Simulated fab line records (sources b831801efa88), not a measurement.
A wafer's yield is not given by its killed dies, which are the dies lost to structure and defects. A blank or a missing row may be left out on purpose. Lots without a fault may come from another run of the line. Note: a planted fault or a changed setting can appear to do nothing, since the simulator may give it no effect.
What tool caused it? -- flow sky130 -- Sampling: 14 lots, 41 wafers, 2 of 708 route steps

== WHAT THE GAUGES SHOWED, per wafer ==
The record lacks any reading of a measuring or inspecting step that a usual standard deviation could be used to judge.

== WHICH TOOL RAN EACH LOT (tool, then ch and the chambers of the sampled wafers, then the start) ==
lot,SKY_VIA4_CMP_21,SKY_PAD_OPEN_PROBE_99
L408,"cmp-02 ch 1,2,3, day 44 09:54",-
L410,"cmp-02 ch 1,3, day 44 17:53",-
L409,"cmp-02 ch 2,3, day 44 19:06",-
L411,"cmp-02 ch 0,1,3, day 45 02:20",-
L412,"cmp-01 ch 0,1,2, day 45 09:32",-
L413,"cmp-01 ch 0,2,3, day 45 16:21",-
L414,"cmp-01 ch 1,2,3, day 45 21:45",-
L415,"cmp-01 ch 0,2,3, day 46 07:49",-
L416,"cmp-02 ch 0,3, day 46 19:34",-
L420,"cmp-01 ch 1,3, day 47 18:11","prober-01, day 50 09:43"
L423,"cmp-01 ch 0,1,3, day 48 17:38","prober-02, day 51 05:16"
L424,"cmp-02 ch 0,1, day 48 19:01","prober-01, day 51 06:27"
L426,"cmp-02 ch 1,2, day 48 22:24",-
L425,"cmp-02 ch 0,1,3, day 49 04:09",-
- SKY_VIA4_CMP_21: polishes, stops on SiO2, t overpolish 25 s, target thk 0 nm.
- SKY_PAD_OPEN_PROBE_99

== AS READ BY THE TOOLS THEMSELVES (means over the sampled wafers that have a number; for cases with no such wafer, the mark the record gives instead) ==
SKY_VIA4_CMP_21.
lot,tool,head pressure psi (psi),motor current A (A),overpolish run s (s),platen rpm (rpm),slurry flow ml min,time to endpoint s (s)
L408,cmp-02,3.491,12.1,25.000,60.00,149.9,123
L410,cmp-02,3.490,13.1,25.000,60.03,150.1,127
L409,cmp-02,3.500,12.8,24.991,60.01,150.2,121
L411,cmp-02,3.499,11.9,25.013,60.01,149.8,125
L412,cmp-01,3.503,10.3,25.005,60.04,149.9,123
L413,cmp-01,3.499,10.1,24.997,60.03,149.8,124
L414,cmp-01,3.495,10.3,24.997,59.99,149.9,126
L415,cmp-01,3.504,10.3,25.001,60.01,149.9,127
L416,cmp-02,3.508,12.4,24.997,60.03,150.3,126
L420,cmp-01,3.498,10.4,12.514,59.98,150.3,159
L423,cmp-01,3.497,10.5,8.357,59.99,149.7,169
L424,cmp-02,3.495,11.5,24.993,59.95,149.6,120
L426,cmp-02,3.503,12.7,24.998,60.01,149.4,121
L425,cmp-02,3.501,12.6,25.008,59.97,150.3,119

SKY_PAD_OPEN_PROBE_99.
lot,tool,defect limited yield (%),killed_at_M0_to_M3,killed_at_M4_up,killed at contacts,killed at front end,killed at other,killed dies,killed on rim,killed open,killed short,sort_bin_3_pad_short (%),sort_bin_5_function (%),sort_bin_6_memory (%),sort n pass,sort yield pct (%)
L420,prober-01,41.4,44,204.5,24,15,0.5,288,56,46,41,41.8,10.6,6.3,204,41.4
L423,prober-02,28.2,45,266.7,25,16,0.7,353,68,54,35,54.3,10.1,7.4,139,28.2
L424,prober-01,84.1,43,2.7,19,13,1.0,78,13,41,37,0.6,9.9,5.4,414,84.1

== THE ANSWER, worked out from the rows above alone ==
Rule: what is usual is taken from the lots themselves. Put in order of their means at a reading, lots are off if they are a third of the lots or fewer, leave a main group of 4 or more, and stand apart from it by a gap of 3 or more times the standard deviation of the main group's means; of several such gaps the widest counts. If all means in a main group match to the digits the tables above print for the reading, that group is not used. A lot without any number at a reading at which 4 lots or more have one is off too. All remaining lots with rows at the step are treated as sound. The gauges are gone through in route order, then the tools' own readings, and for those a lot's mean is taken as printed above. The first step at which some lot is off is used, and at that step the reading that is off furthest; a lot without a number counts as furthest.
Off, at SKY_VIA4_CMP_21 on overpolish run s: L420, L423. Main group: mean 25.000 s, sd 0.0059.
If a tool, at that step or one of the process steps before it, ran each lot that is off and ran no sound lot following the first of them, it fits. One fits: cmp-01 at SKY_VIA4_CMP_21. Its last sound lot is L415 (day 46 07:49), its first lot that is off L420 (day 47 18:11): a fault that began between those two fits.
The tool's own readings at SKY_VIA4_CMP_21 bear it out: on the lots that are off they differ by more than 5 times the standard deviation of the sound lots' means. overpolish run s reads 10.435 s there against 25.000 s on the sound lots; time to endpoint s reads 164 s there against 124 s on the sound lots.

== WHAT HAD BEEN PUT IN BY THE SIMULATOR ==
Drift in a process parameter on cmp-01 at SKY_VIA4_CMP_21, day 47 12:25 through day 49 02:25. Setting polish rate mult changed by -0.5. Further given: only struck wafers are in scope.
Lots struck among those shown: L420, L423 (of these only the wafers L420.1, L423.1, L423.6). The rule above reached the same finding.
